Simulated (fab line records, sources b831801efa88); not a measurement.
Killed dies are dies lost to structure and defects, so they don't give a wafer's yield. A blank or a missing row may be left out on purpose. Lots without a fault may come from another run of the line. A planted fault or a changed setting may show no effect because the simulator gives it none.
fab line records | flow gf180mcu
record lots=5 wafers=15 last_day=33
route steps=602 shown V5@548 TOP_METAL@567
lots that met no fault: from a run of the same line without faults
start_h: hours from the record's first day to the start of the lot's first wafer shown | wait_h: hours since the lot's step before | " the same as in the row above | L1.1+2: a row that stands for several wafers | - no value, or no start given | * or withheld: withheld | < > ~ a bound
route shown NAME@n: a module of which the file shows steps, and the number in the route of the first | usual: mean/standard deviation of fault-free wafers | same: alike in all rows | chamber/n: place in a boat | sites: the reading at each site | _std_site: their standard deviation | _edge_site: outer sites' mean less inner sites' | radius_mm: how far each site lies from the wafer's centre | mask NAME#n: copy n | behind: the tool/chamber that last shaped the wafer | hold: why the lot was held/for how many hours/how that ended | device: the transistor (n, p or np) that didn't switch | end of line: the same wafers' tests at the end of the route | a step without rows: its recipe alone | killed: dies lost to structure and defects at the first sort, not the wafer's yield | map: a wafer's dies, x killed, . not, _ none there
set.NAME: the setting as run; set.NAME@STEP: as run at that earlier step | model.NAME: the simulator's own value behind a step, which no gauge read
lots at some steps of the route; a table a step, a row a wafer
services: from which hour (start_h, from the record's first day; less than 0 if before it) a tool's chamber was out of use, for how many hours, and why
## steps
# step GF_V5_COAT_08
# recipe resist=BARC temp_c=withheld time_s=withheld spin_rpm=withheld resist_thk_nm=withheld
# usual chill_plate_temp_C=*
# columns lot.wafer tool chamber start_h wait_h chill_plate_temp_C
L076.2 litho_track-01 0 636.79 0.1 *
L076.5 " 0 " " *
L076.6 " 0 " " *
L079.2 litho_track-01 0 655.49 0.1 *
L079.3 " 0 " " *
L079.5 " 0 " " *
L080.4 litho_track-01 0 665.04 0.1 *
L080.5 " 0 " " *
L080.6 " 0 " " *
L085.1 litho_track-02 0 711.06 0.1 *
L085.4 " 0 " " *
L085.5 " 0 " " *
L089.1 litho_track-02 0 735.11 0.1 *
L089.4 " 0 " " *
L089.5 " 0 " " *
# step GF_V5_COAT_09
# recipe resist=KrF spin_rpm=withheld resist_thk_nm=1000
# usual chill_plate_temp_C=23.01/0.097
# columns lot.wafer tool chamber start_h wait_h chill_plate_temp_C
L076.2 litho_track-01 0 - - 23.00
L076.5 " 0 " " 23.08
L076.6 " 0 " " 22.95
L079.2 litho_track-01 0 - - 22.99
L079.3 " 0 " " 23.02
L079.5 " 0 " " 22.92
L080.4 litho_track-01 0 - - 23.04
L080.5 " 0 " " 23.15
L080.6 " 0 " " 22.97
L085.1 litho_track-02 0 - - 22.91
L085.4 " 0 " " 23.03
L085.5 " 0 " " 22.98
L089.1 litho_track-02 0 - - 22.96
L089.4 " 0 " " 22.97
L089.5 " 0 " " 22.99
# step GF_V5_SOFTBAKE_10
# recipe temp_c=130 time_s=60 resist=KrF
# usual chill_plate_temp_C=23.02/0.11
# columns lot.wafer tool chamber start_h wait_h chill_plate_temp_C
L076.2 litho_track-01 0 - - 22.80
L076.5 " 0 " " 22.78
L076.6 " 0 " " 22.89
L079.2 litho_track-01 0 - - 22.91
L079.3 " 0 " " 22.91
L079.5 " 0 " " 23.01
L080.4 litho_track-01 0 - - 23.13
L080.5 " 0 " " 23.21
L080.6 " 0 " " 23.14
L085.1 litho_track-02 0 - - 23.04
L085.4 " 0 " " 23.06
L085.5 " 0 " " 23.17
L089.1 litho_track-02 0 - - 22.89
L089.4 " 0 " " 22.93
L089.5 " 0 " " 23.00
# step GF_V5_EXPOSE_11
# recipe mask_id=Via5 target_cd_nm=260 na=0.68 source_shape=conventional sigma_outer=0.6 dose_mj=38
# columns lot.wafer tool chamber start_h wait_h mask
L076.2+5+6 krf_scanner-01 0 - - Via5#0
L079.2+3+5 krf_scanner-01 0 - - Via5#0
L080.4+5+6 krf_scanner-02 0 - - Via5#0
L085.1+4+5 krf_scanner-02 0 - - Via5#0
L089.1+4+5 krf_scanner-02 0 - - Via5#0
# step GF_V5_PEB_12
# recipe peb_temp_c=135 peb_time_s=90 resist=KrF
# usual chill_plate_temp_C=23.02/0.1
# columns lot.wafer tool chamber start_h wait_h chill_plate_temp_C
L076.2 litho_track-01 0 - - 22.94
L076.5 " 0 " " 23.01
L076.6 " 0 " " 22.94
L079.2 litho_track-02 0 - - 22.99
L079.3 " 0 " " 23.05
L079.5 " 0 " " 23.10
L080.4 litho_track-01 0 - - 23.02
L080.5 " 0 " " 23.20
L080.6 " 0 " " 23.04
L085.1 litho_track-01 0 - - 22.93
L085.4 " 0 " " 23.24
L085.5 " 0 " " 23.01
L089.1 litho_track-01 0 - - 22.98
L089.4 " 0 " " 22.95
L089.5 " 0 " " 22.99
# step GF_V5_DEVELOP_13
# recipe develop_time_s=60 resist=KrF dev_temp_c=21
# usual chill_plate_temp_C=23.01/0.11
# columns lot.wafer tool chamber start_h wait_h chill_plate_temp_C
L076.2 litho_track-01 0 647.09 0.2 22.96
L076.5 " 0 " " 23.04
L076.6 " 0 " " 23.15
L079.2 litho_track-02 0 665.48 0.2 22.86
L079.3 " 0 " " 23.01
L079.5 " 0 " " 23.07
L080.4 litho_track-01 0 674.89 0.1 22.84
L080.5 " 0 " " 22.73
L080.6 " 0 " " 22.91
L085.1 litho_track-01 0 719.81 0.2 23.08
L085.4 " 0 " " 23.10
L085.5 " 0 " " 23.03
L089.1 litho_track-01 0 743.06 0.2 23.08
L089.4 " 0 " " 23.03
L089.5 " 0 " " 23.19
# step GF_V5_CD_MEAS_14
# recipe target_cd_nm=260
# usual cd_nm=260.0/1.2
# columns lot.wafer tool chamber start_h wait_h cd_nm
L076.2 cd_sem-02 - 647.23 0.1 258.7
L076.5 " - " " 257.7
L076.6 " - " " 259.2
L079.2 cd_sem-02 - 665.63 0.1 259.3
L079.3 " - " " 260.3
L079.5 " - " " 261.1
L080.4 cd_sem-02 - 675.02 0.1 262.1
L080.5 " - " " 260.4
L080.6 " - " " 260.9
L085.1 cd_sem-02 - 719.96 0.1 259.8
L085.4 " - " " 260.3
L085.5 " - " " 260.1
L089.1 cd_sem-01 - 743.27 0.2 261.5
L089.4 " - " " 260.5
L089.5 " - " " 260.7
# step GF_V5_OVL_MEAS_15
# usual V5_OVL=-4/4.9
# columns lot.wafer tool chamber start_h wait_h V5_OVL[nm]
L076.2 overlay-02 - 647.34 0.1 3
L076.5 " - " " 3
L076.6 " - " " -6
L079.2 overlay-01 - 665.74 0.1 -4
L079.3 " - " " -13
L079.5 " - " " -12
L080.4 overlay-01 - 675.10 0.1 -3
L080.5 " - " " 1
L080.6 " - " " -7
L085.1 overlay-02 - 720.08 0.1 -11
L085.4 " - " " -4
L085.5 " - " " -7
L089.1 overlay-02 - 743.39 0.1 -9
L089.4 " - " " -1
L089.5 " - " " -5
# step GF_V5_ETCH_16
# recipe chemistry=N2/H2 target_depth_a=withheld overetch_a=withheld time_s=withheld target=BARC ion_energy_ev=200 source_w=500 bias_w=100 pressure_mtorr=30 n2_flow_sccm=100 h2_flow_sccm=200
# usual drypump_motor_current_A=5.9/0.38 h2_flow_sccm=200.0/0.61 oes_product_au=0.854/0.0049 throttle_valve_pct=13.223/0.0093
# columns lot.wafer tool chamber start_h wait_h drypump_motor_current_A h2_flow_sccm oes_product_au throttle_valve_pct
L076.2 rie_diel-03 0 647.37 0.0 5.5 200.3 0.851 13.236
L076.5 " 3 " " 5.9 200.0 0.855 13.218
L076.6 " 0 " " 5.5 199.2 0.857 13.221
L079.2 rie_diel-02 1 665.77 0.0 5.6 199.4 0.857 13.221
L079.3 " 3 " " 6.3 200.6 0.857 13.223
L079.5 " 1 " " 5.7 199.2 0.858 13.214
L080.4 rie_diel-01 3 675.12 0.0 6.4 200.0 0.853 13.223
L080.5 " 2 " " 5.7 199.4 0.857 13.236
L080.6 " 1 " " 5.4 200.4 0.853 13.222
L085.1 rie_diel-03 2 720.12 0.0 5.8 200.3 0.850 13.240
L085.4 " 3 " " 5.9 199.9 0.858 13.249
L085.5 " 0 " " 5.5 199.7 0.852 13.215
L089.1 rie_diel-03 0 743.43 0.0 5.5 200.3 0.856 13.244
L089.4 " 2 " " 5.8 199.7 0.848 13.229
L089.5 " 2 " " 5.8 200.7 0.854 13.221
# step GF_V5_ETCH_17
# recipe chemistry=C4F8/O2/Ar mask_material=KrF target=SiO2 stop_on=TiN source_w=1500 bias_w=1200 pressure_mtorr=40 c4f8_flow_sccm=withheld O2_flow_sccm=6 Ar_flow_sccm=300 time_s=withheld target_depth_a=8550
# usual oes_product_au=0.858/0.0042
# columns lot.wafer tool chamber start_h wait_h oes_product_au
L076.2 rie_diel-03 0 - - 0.858
L076.5 " 3 " " 0.864
L076.6 " 0 " " 0.860
L079.2 rie_diel-02 1 - - 0.853
L079.3 " 3 " " 0.859
L079.5 " 1 " " 0.859
L080.4 rie_diel-01 3 - - 0.865
L080.5 " 2 " " 0.866
L080.6 " 1 " " 0.865
L085.1 rie_diel-03 2 - - 0.860
L085.4 " 3 " " 0.862
L085.5 " 0 " " 0.859
L089.1 rie_diel-03 0 - - 0.863
L089.4 " 2 " " 0.860
L089.5 " 2 " " 0.862
# step GF_V5_STRIP_18
# recipe chemistry=O2/N2 power_w=1400 pressure_mtorr=1500 platen_temp_c=250 o2_flow_sccm=3000 n2_flow_sccm=300 overash_fraction=0.5
# usual drypump_motor_current_A=5.6/0.34 heater_power_w=331/36 oes_product_au=0.567/0.0058
# same overash_fraction=0.5
# columns lot.wafer tool chamber start_h wait_h drypump_motor_current_A heater_power_w oes_product_au rf_hours_counter_h
L076.2 plasma_asher-01 0 647.52 - 5.6 340 0.558 23
L076.5 " 1 " " 5.2 277 0.565 -
L076.6 " 0 " " 5.6 338 0.565 -
L079.2 plasma_asher-01 1 665.92 - 5.2 286 0.571 25
L079.3 " 1 " " 5.2 283 0.558 -
L079.5 " 0 " " 5.6 336 0.572 -
L080.4 plasma_asher-01 0 675.30 - 5.6 340 0.566 -
L080.5 " 0 " " 5.6 337 0.562 -
L080.6 " 1 " " 5.2 280 0.562 -
L085.1 plasma_asher-01 1 720.27 - 5.2 279 0.565 30
L085.4 " 0 " " 5.6 330 0.568 -
L085.5 " 1 " " 5.2 280 0.566 -
L089.1 plasma_asher-01 1 743.58 - 5.2 283 0.567 33
L089.4 " 0 " " 5.6 334 0.566 -
L089.5 " 0 " " 5.6 341 0.575 -
# step GF_V5_STRIP_19
# recipe chemistry=post_etch_residue_remover time_s=1200 temp_c=72.5
# columns lot.wafer tool chamber start_h wait_h
L076.2+5+6 wet_bench-01 0 647.62 0.1
L079.2+3+5 wet_bench-03 2 666.02 0.1
L080.4+5+6 wet_bench-03 3 675.37 0.0
L085.1+4+5 wet_bench-03 3 720.37 0.1
L089.1+4+5 wet_bench-03 3 743.68 0.1
# step GF_V5_CLEAN_20
# recipe chemistry=DIW dry=n2_spin
# columns lot.wafer tool chamber start_h wait_h
L076.2+5+6 wet_bench-02 3 648.03 0.0
L079.2+3+5 wet_bench-01 3 666.39 0.0
L080.4+5+6 wet_bench-02 2 675.74 0.0
L085.1+4+5 wet_bench-01 3 720.71 0.0
L089.1+4+5 wet_bench-02 2 744.03 0.0
# step GF_V5_SPUTTER_21
# recipe material=Ti target_thk_nm=15 chamber_pressure_pa=5 power_w=2500 substrate_temp_c=200 time_s=80.02
# usual throttle_valve_pct=29.6/0.94
# columns lot.wafer tool chamber start_h wait_h throttle_valve_pct
L076.2 pvd_sputter-02 - 648.12 0.0 29.9
L076.5 " - " " 30.1
L076.6 " - " " 28.6
L079.2 pvd_sputter-01 - 666.48 0.0 29.3
L079.3 " - " " 29.3
L079.5 " - " " 29.1
L080.4 pvd_sputter-02 - 675.83 0.0 30.0
L080.5 " - " " 29.7
L080.6 " - " " 28.5
L085.1 pvd_sputter-02 - 720.80 0.0 28.6
L085.4 " - " " 29.9
L085.5 " - " " 28.5
L089.1 pvd_sputter-02 - 744.12 0.0 30.1
L089.4 " - " " 30.0
L089.5 " - " " 28.5
# step GF_V5_SPUTTER_22
# recipe material=TiN target_thk_nm=10 chamber_pressure_pa=5 power_w=4000 time_s=41.66
# usual throttle_valve_pct=29.6/0.92
# columns lot.wafer tool chamber start_h wait_h throttle_valve_pct
L076.2 pvd_sputter-02 - 648.18 0.0 29.7
L076.5 " - " " 30.0
L076.6 " - " " 28.6
L079.2 pvd_sputter-01 - 666.54 0.0 29.2
L079.3 " - " " 29.3
L079.5 " - " " 29.2
L080.4 pvd_sputter-02 - 675.89 0.0 30.1
L080.5 " - " " 30.3
L080.6 " - " " 28.7
L085.1 pvd_sputter-02 - 720.86 0.0 28.7
L085.4 " - " " 29.8
L085.5 " - " " 28.6
L089.1 pvd_sputter-02 - 744.19 0.0 30.3
L089.4 " - " " 29.7
L089.5 " - " " 28.6
# step GF_V5_CVD_23
# recipe material=W target_thk_nm=350 time_s=104.9 temp_c=400 pressure_torr=40
# usual heater_power_w=822/150
# columns lot.wafer tool chamber start_h wait_h heater_power_w
L076.2 cvd_w-02 1 648.22 0.0 749
L076.5 " 1 " " 765
L076.6 " 0 " " 1098
L079.2 cvd_w-01 0 666.58 0.0 801
L079.3 " 1 " " 711
L079.5 " 0 " " 810
L080.4 cvd_w-02 1 675.97 0.1 757
L080.5 " 0 " " 1111
L080.6 " 1 " " 739
L085.1 cvd_w-02 1 720.90 0.0 747
L085.4 " 0 " " 1143
L085.5 " 1 " " 750
L089.1 cvd_w-01 1 744.23 0.0 706
L089.4 " 1 " " 691
L089.5 " 0 " " 793
# step GF_V5_RS_MEAS_24
# recipe thk_meas_gauge=four-point-probe reads=W_of_V5_CVD_23+TiN_of_V5_SPUTTER_22+Ti_of_V5_SPUTTER_21
# usual V5_W_RS=0.325/0.0034
# columns lot.wafer tool chamber start_h wait_h V5_W_RS[ohm/sq]
L076.2 film_metro-04 - 648.35 0.1 0.324
L076.5 " - " " 0.325
L076.6 " - " " 0.323
L079.2 film_metro-04 - 666.71 0.1 0.324
L079.3 " - " " 0.320
L079.5 " - " " 0.323
L080.4 film_metro-02 - 676.11 0.1 0.319
L080.5 " - " " 0.322
L080.6 " - " " 0.323
L085.1 film_metro-02 - 721.01 0.1 0.319
L085.4 " - " " 0.320
L085.5 " - " " 0.324
L089.1 film_metro-02 - 744.34 0.1 0.323
L089.4 " - " " 0.326
L089.5 " - " " 0.323
# step GF_V5_THK_MEAS_25
# recipe thk_meas_gauge=xrf reads=W_of_V5_CVD_23
# usual V5_W_THK=361/5
# columns lot.wafer tool chamber start_h wait_h V5_W_THK[nm]
L076.2 film_metro-04 - 648.46 0.1 365
L076.5 " - " " 362
L076.6 " - " " 365
L079.2 film_metro-04 - 666.82 0.1 365
L079.3 " - " " 368
L079.5 " - " " 365
L080.4 film_metro-02 - 676.20 0.1 368
L080.5 " - " " 364
L080.6 " - " " 362
L085.1 film_metro-02 - 721.13 0.1 366
L085.4 " - " " 366
L085.5 " - " " 363
L089.1 film_metro-02 - 744.46 0.1 363
L089.4 " - " " 358
L089.5 " - " " 364
# step GF_V5_CMP_26
# recipe stop_on=SiO2 down_force_psi=3.5 platen_rpm=60 t_overpolish_s=15 target_thk_nm=0 pad_velocity_m_s=0.94248
# usual motor_current_A=11.2/0.85 overpolish_run_s=15.000/0.0095 time_to_endpoint_s=84.0/2.8
# columns lot.wafer tool chamber start_h wait_h motor_current_A overpolish_run_s time_to_endpoint_s
L076.2 cmp-02 1 648.56 0.1 10.9 15.009 83.5
L076.5 " 0 " " 10.8 14.997 85.6
L076.6 " 1 " " 11.1 14.990 85.2
L079.3 cmp-01 0 666.97 0.1 11.2 15.015 83.9
L079.2 " 1 " " 12.9 14.991 80.9
L079.5 " 3 " " 12.5 15.001 85.1
L080.4 cmp-02 2 676.23 0.0 10.3 14.968 82.8
L080.6 " 2 " " 10.6 15.005 83.6
L080.5 " 3 " " 9.8 15.020 81.3
L085.1 cmp-02 3 721.19 0.1 10.6 14.995 82.1
L085.4 " 0 " " 10.8 15.012 85.2
L085.5 " 0 " " 10.2 14.988 86.0
L089.4 cmp-02 1 744.54 0.0 10.6 14.997 82.7
L089.1 " 2 " " 10.6 15.008 83.6
L089.5 " 1 " " 10.6 14.998 82.8
# step GF_TOP_METAL_SPUTTER_00
# recipe material=Ti target_thk_nm=37.5 arriving_ion_energy_ev=80 substrate_temp_c=200 chamber_pressure_pa=2 power_w=4000 time_s=150
# usual throttle_valve_pct=29.7/0.94
# columns lot.wafer tool chamber start_h wait_h throttle_valve_pct
L076.2 pvd_sputter-01 - 648.81 0.2 29.9
L076.5 " - " " 29.8
L076.6 " - " " 29.5
L079.2 pvd_sputter-03 - 667.17 0.1 31.7
L079.3 " - " " 29.9
L079.5 " - " " 29.5
L080.4 pvd_sputter-04 - 676.53 0.2 29.3
L080.5 " - " " 29.1
L080.6 " - " " 29.6
L085.1 pvd_sputter-01 - 721.49 0.2 29.7
L085.4 " - " " 31.5
L085.5 " - " " 29.1
L089.1 pvd_sputter-01 - 744.84 0.2 29.1
L089.4 " - " " 29.8
L089.5 " - " " 29.4
# step GF_TOP_METAL_SPUTTER_01
# recipe material=TiN target_thk_nm=30 power_w=6500 time_s=25 chamber_pressure_pa=0.4
# usual throttle_valve_pct=29.7/0.94
# columns lot.wafer tool chamber start_h wait_h throttle_valve_pct
L076.2 pvd_sputter-01 - 648.91 0.1 29.6
L076.5 " - " " 29.8
L076.6 " - " " 29.2
L079.2 pvd_sputter-03 - 667.27 0.1 31.8
L079.3 " - " " 29.8
L079.5 " - " " 29.5
L080.4 pvd_sputter-04 - 676.63 0.1 29.4
L080.5 " - " " 29.8
L080.6 " - " " 29.7
L085.1 pvd_sputter-01 - 721.59 0.1 29.6
L085.4 " - " " 31.4
L085.5 " - " " 29.0
L089.1 pvd_sputter-01 - 744.94 0.1 29.3
L089.4 " - " " 29.8
L089.5 " - " " 29.6
# step GF_TOP_METAL_SPUTTER_02
# recipe material=AlCu target_thk_nm=900 power_w=10600 chamber_pressure_pa=0.3 substrate_temp_c=250 gas=Ar time_s=47.82
# usual throttle_valve_pct=29.7/0.93
# columns lot.wafer tool chamber start_h wait_h throttle_valve_pct
L076.2 pvd_sputter-01 - 648.94 0.0 29.8
L076.5 " - " " 29.9
L076.6 " - " " 29.3
L079.2 pvd_sputter-03 - 667.31 0.0 31.6
L079.3 " - " " 30.1
L079.5 " - " " 29.2
L080.4 pvd_sputter-04 - 676.66 0.0 29.7
L080.5 " - " " 29.6
L080.6 " - " " 29.3
L085.1 pvd_sputter-01 - 721.62 0.0 29.7
L085.4 " - " " 31.1
L085.5 " - " " 28.9
L089.1 pvd_sputter-01 - 744.97 0.0 29.3
L089.4 " - " " 29.5
L089.5 " - " " 29.5
# step GF_TOP_METAL_SPUTTER_03
# recipe material=Ti target_thk_nm=5 substrate_temp_c=300 chamber_pressure_pa=0.3 power_w=3000 time_s=3.3
# usual throttle_valve_pct=29.7/0.93
# columns lot.wafer tool chamber start_h wait_h throttle_valve_pct
L076.2 pvd_sputter-01 - 648.98 0.0 29.7
L076.5 " - " " 29.8
L076.6 " - " " 29.4
L079.2 pvd_sputter-03 - 667.35 0.0 31.7
L079.3 " - " " 30.2
L079.5 " - " " 29.5
L080.4 pvd_sputter-04 - 676.70 0.0 29.4
L080.5 " - " " 29.6
L080.6 " - " " 29.6
L085.1 pvd_sputter-01 - 721.67 0.0 29.9
L085.4 " - " " 31.3
L085.5 " - " " 29.3
L089.1 pvd_sputter-01 - 745.01 0.0 29.3
L089.4 " - " " 29.9
L089.5 " - " " 29.3
# step GF_TOP_METAL_SPUTTER_04
# recipe material=TiN target_thk_nm=25 power_w=6500 time_s=20.8 chamber_pressure_pa=0.4
# usual throttle_valve_pct=29.7/0.93
# columns lot.wafer tool chamber start_h wait_h throttle_valve_pct
L076.2 pvd_sputter-01 - 649.00 0.0 29.9
L076.5 " - " " 30.2
L076.6 " - " " 29.4
L079.2 pvd_sputter-03 - 667.37 0.0 31.6
L079.3 " - " " 30.2
L079.5 " - " " 29.5
L080.4 pvd_sputter-04 - 676.72 0.0 29.6
L080.5 " - " " 29.5
L080.6 " - " " 29.3
L085.1 pvd_sputter-01 - 721.69 0.0 29.6
L085.4 " - " " 31.4
L085.5 " - " " 29.2
L089.1 pvd_sputter-01 - 745.03 0.0 29.3
L089.4 " - " " 29.9
L089.5 " - " " 29.5
# step GF_TOP_METAL_RS_MEAS_05
# recipe thk_meas_gauge=four-point-probe reads=TiN_of_TOP_METAL_SPUTTER_04+Ti_of_TOP_METAL_SPUTTER_03+AlCu_of_TOP_METAL_SPUTTER_02+TiN_of_TOP_METAL_SPUTTER_01+Ti_of_TOP_METAL_SPUTTER_00
# usual TOP_METAL_ALCU_RS=0.0328/0.00031
# columns lot.wafer tool chamber start_h wait_h TOP_METAL_ALCU_RS[ohm/sq]
L076.2 film_metro-04 - 649.05 0.0 0.0333
L076.5 " - " " 0.0334
L076.6 " - " " 0.0330
L079.2 film_metro-04 - 667.42 0.0 0.0326
L079.3 " - " " 0.0323
L079.5 " - " " 0.0327
L080.4 film_metro-02 - 676.81 0.1 0.0324
L080.5 " - " " 0.0322
L080.6 " - " " 0.0330
L085.1 film_metro-03 - 721.71 0.0 0.0332
L085.4 " - " " 0.0328
L085.5 " - " " 0.0330
L089.1 film_metro-02 - 745.06 0.0 0.0329
L089.4 " - " " 0.0329
L089.5 " - " " 0.0326
# step GF_TOP_METAL_THK_MEAS_06
# recipe thk_meas_gauge=xrf reads=AlCu_of_TOP_METAL_SPUTTER_02
# usual TOP_METAL_ALCU_THK=893/9.5
# columns lot.wafer tool chamber start_h wait_h TOP_METAL_ALCU_THK[nm]
L076.2 film_metro-04 - 649.16 0.1 875
L076.5 " - " " 881
L076.6 " - " " 890
L079.2 film_metro-04 - 667.53 0.1 893
L079.3 " - " " 905
L079.5 " - " " 891
L080.4 film_metro-02 - 676.90 0.1 906
L080.5 " - " " 910
L080.6 " - " " 893
L085.1 film_metro-03 - 721.83 0.1 878
L085.4 " - " " 889
L085.5 " - " " 887
L089.1 film_metro-02 - 745.18 0.1 896
L089.4 " - " " 895
L089.5 " - " " 908
# step GF_TOP_METAL_DEHYDRATE_07
# recipe temp_c=200 time_s=60
# usual chill_plate_temp_C=22.98/0.11
# columns lot.wafer tool chamber start_h wait_h chill_plate_temp_C
L076.2 litho_track-03 0 658.13 9.0 23.03
L076.5 " 0 " " 23.01
L076.6 " 0 " " 23.04
L079.2 litho_track-02 0 676.28 8.7 22.93
L079.3 " 0 " " 22.79
L079.5 " 0 " " 22.90
L080.4 litho_track-04 0 685.39 8.5 22.91
L080.5 " 0 " " 22.93
L080.6 " 0 " " 23.02
L085.1 litho_track-04 0 730.51 8.7 23.03
L085.4 " 0 " " 23.06
L085.5 " 0 " " 22.93
L089.1 litho_track-02 0 753.51 8.3 22.91
L089.4 " 0 " " 22.95
L089.5 " 0 " " 23.13
# step GF_TOP_METAL_HMDS_08
# recipe prime_time_s=60 prime_temp_c=120
# usual chill_plate_temp_C=23.02/0.099
# columns lot.wafer tool chamber start_h wait_h chill_plate_temp_C
L076.2 litho_track-03 0 658.28 0.1 23.19
L076.5 " 0 " " 23.00
L076.6 " 0 " " 22.97
L079.2 litho_track-02 0 676.43 0.1 23.11
L079.3 " 0 " " 22.98
L079.5 " 0 " " 23.02
L080.4 litho_track-04 0 685.54 0.1 23.18
L080.5 " 0 " " 23.04
L080.6 " 0 " " 23.10
L085.1 litho_track-04 0 730.66 0.1 23.03
L085.4 " 0 " " 22.94
L085.5 " 0 " " 22.98
L089.1 litho_track-02 0 753.66 0.1 23.17
L089.4 " 0 " " 23.14
L089.5 " 0 " " 23.15
# step GF_TOP_METAL_COAT_09
# recipe resist=NOVOLAK spin_rpm=3000 resist_thk_nm=1500
# usual chill_plate_temp_C=23.00/0.1
# columns lot.wafer tool chamber start_h wait_h chill_plate_temp_C
L076.2 litho_track-03 0 658.43 0.1 23.01
L076.5 " 0 " " 22.98
L076.6 " 0 " " 23.02
L079.2 litho_track-02 0 676.58 0.1 23.10
L079.3 " 0 " " 22.98
L079.5 " 0 " " 22.84
L080.4 litho_track-04 0 685.69 0.1 23.05
L080.5 " 0 " " 22.88
L080.6 " 0 " " 23.00
L085.1 litho_track-04 0 730.81 0.1 22.93
L085.4 " 0 " " 22.87
L085.5 " 0 " " 22.90
L089.1 litho_track-02 0 753.81 0.1 22.93
L089.4 " 0 " " 23.00
L089.5 " 0 " " 23.14
# step GF_TOP_METAL_SOFTBAKE_10
# recipe temp_c=90 time_s=60 resist=NOVOLAK
# usual chill_plate_temp_C=22.99/0.11
# columns lot.wafer tool chamber start_h wait_h chill_plate_temp_C
L076.2 litho_track-03 0 658.58 0.1 23.08
L076.5 " 0 " " 23.03
L076.6 " 0 " " 23.00
L079.2 litho_track-02 0 676.73 0.1 22.84
L079.3 " 0 " " 22.87
L079.5 " 0 " " 22.93
L080.4 litho_track-04 0 685.84 0.1 22.98
L080.5 " 0 " " 23.11
L080.6 " 0 " " 23.04
L085.1 litho_track-04 0 730.96 0.1 23.01
L085.4 " 0 " " 22.94
L085.5 " 0 " " 23.05
L089.1 litho_track-02 0 753.96 0.1 22.87
L089.4 " 0 " " 22.79
L089.5 " 0 " " 22.89
# step GF_TOP_METAL_EXPOSE_11
# recipe mask_id=MetalTop target_cd_nm=440 na=0.6 source_shape=conventional sigma_outer=0.6 dose_mj=170
# columns lot.wafer tool chamber start_h wait_h mask
L076.2+5+6 iline_stepper-02 0 - - MetalTop#0
L079.2+3+5 iline_stepper-02 0 - - MetalTop#0
L080.4+5+6 iline_stepper-02 0 - - MetalTop#0
L085.1+4+5 iline_stepper-01 0 - - MetalTop#0
L089.1+4+5 iline_stepper-01 0 - - MetalTop#0
# step GF_TOP_METAL_PEB_12
# recipe temp_c=withheld time_s=* resist=NOVOLAK
# usual chill_plate_temp_C=*
# columns lot.wafer tool chamber start_h wait_h chill_plate_temp_C
L076.2 litho_track-04 0 - - *
L076.5 " 0 " " *
L076.6 " 0 " " *
L079.2 litho_track-02 0 - - *
L079.3 " 0 " " *
L079.5 " 0 " " *
L080.4 litho_track-03 0 - - *
L080.5 " 0 " " *
L080.6 " 0 " " *
L085.1 litho_track-02 0 - - *
L085.4 " 0 " " *
L085.5 " 0 " " *
L089.1 litho_track-02 0 - - *
L089.4 " 0 " " *
L089.5 " 0 " " *
# step GF_TOP_METAL_DEVELOP_13
# recipe develop_time_s=60 dev_temp_c=23
# usual chill_plate_temp_C=22.99/0.11
# columns lot.wafer tool chamber start_h wait_h chill_plate_temp_C
L076.2 litho_track-04 0 668.29 0.1 23.08
L076.5 " 0 " " 23.13
L076.6 " 0 " " 23.05
L079.2 litho_track-02 0 685.73 0.1 22.97
L079.3 " 0 " " 22.97
L079.5 " 0 " " 23.22
L080.4 litho_track-03 0 695.53 0.1 22.91
L080.5 " 0 " " 22.91
L080.6 " 0 " " 23.05
L085.1 litho_track-02 0 739.66 0.1 22.89
L085.4 " 0 " " 22.86
L085.5 " 0 " " 22.86
L089.1 litho_track-02 0 761.46 0.1 22.78
L089.4 " 0 " " 22.94
L089.5 " 0 " " 22.94
# step GF_TOP_METAL_CD_MEAS_14
# recipe target_cd_nm=440
# usual cd_nm=438.7/2.1
# columns lot.wafer tool chamber start_h wait_h cd_nm
L076.2 cd_sem-01 - 668.43 0.1 439.3
L076.5 " - " " 439.6
L076.6 " - " " 440.5
L079.2 cd_sem-02 - 685.88 0.1 439.3
L079.3 " - " " 440.1
L079.5 " - " " 441.6
L080.4 cd_sem-02 - 695.67 0.1 436.0
L080.5 " - " " 435.2
L080.6 " - " " 435.4
L085.1 cd_sem-01 - 739.81 0.1 439.2
L085.4 " - " " 439.5
L085.5 " - " " 441.5
L089.1 cd_sem-01 - 761.61 0.1 439.3
L089.4 " - " " 441.3
L089.5 " - " " 439.2
# step GF_TOP_METAL_OVL_MEAS_15
# usual TOP_METAL_OVL=0.9/1.3
# columns lot.wafer tool chamber start_h wait_h TOP_METAL_OVL[nm]
L076.2 overlay-01 - 668.54 0.1 0.6
L076.5 " - " " 0.2
L076.6 " - " " 1.4
L079.2 overlay-01 - 685.99 0.1 0.6
L079.3 " - " " 3.4
L079.5 " - " " 2.0
L080.4 overlay-02 - 695.74 0.1 2.3
L080.5 " - " " 1.4
L080.6 " - " " 1.7
L085.1 overlay-02 - 739.93 0.1 0.9
L085.4 " - " " 2.5
L085.5 " - " " 0.4
L089.1 overlay-02 - 761.73 0.1 1.3
L089.4 " - " " 1.0
L089.5 " - " " -0.2
## services
# columns tool chamber start_h hours kind
cmp-02 - 617.88 7.0 pm
rie_diel-01 - 619.39 0.4 repair
rie_diel-01 0 625.21 5.1 repair
iline_stepper-01 - 625.75 1.7 pm
pvd_sputter-03 - 627.47 0.6 repair
iline_stepper-02 - 635.61 1.7 pm
iline_stepper-02 - 637.70 14.7 repair
krf_scanner-02 - 645.82 1.0 pm
pvd_sputter-02 - 648.32 4.0 repair
rie_diel-03 - 648.79 28.1 pm
pvd_sputter-04 - 653.52 4.0 repair
pvd_sputter-01 - 656.43 1.3 repair
krf_scanner-02 - 667.74 1.3 pm
cvd_w-02 0 679.70 2.2 repair
cmp-02 - 689.97 0.5 repair
cmp-02 - 691.86 0.6 repair
cvd_w-02 0 695.59 13.4 repair
pvd_sputter-03 - 699.28 2.1 repair
pvd_sputter-03 - 700.86 0.8 repair
pvd_sputter-01 - 727.55 0.8 repair
cmp-02 - 733.29 1.8 repair
pvd_sputter-04 - 738.09 3.5 repair
krf_scanner-02 - 742.02 0.8 pm
cmp-02 - 759.93 0.7 repair
## key
fault none
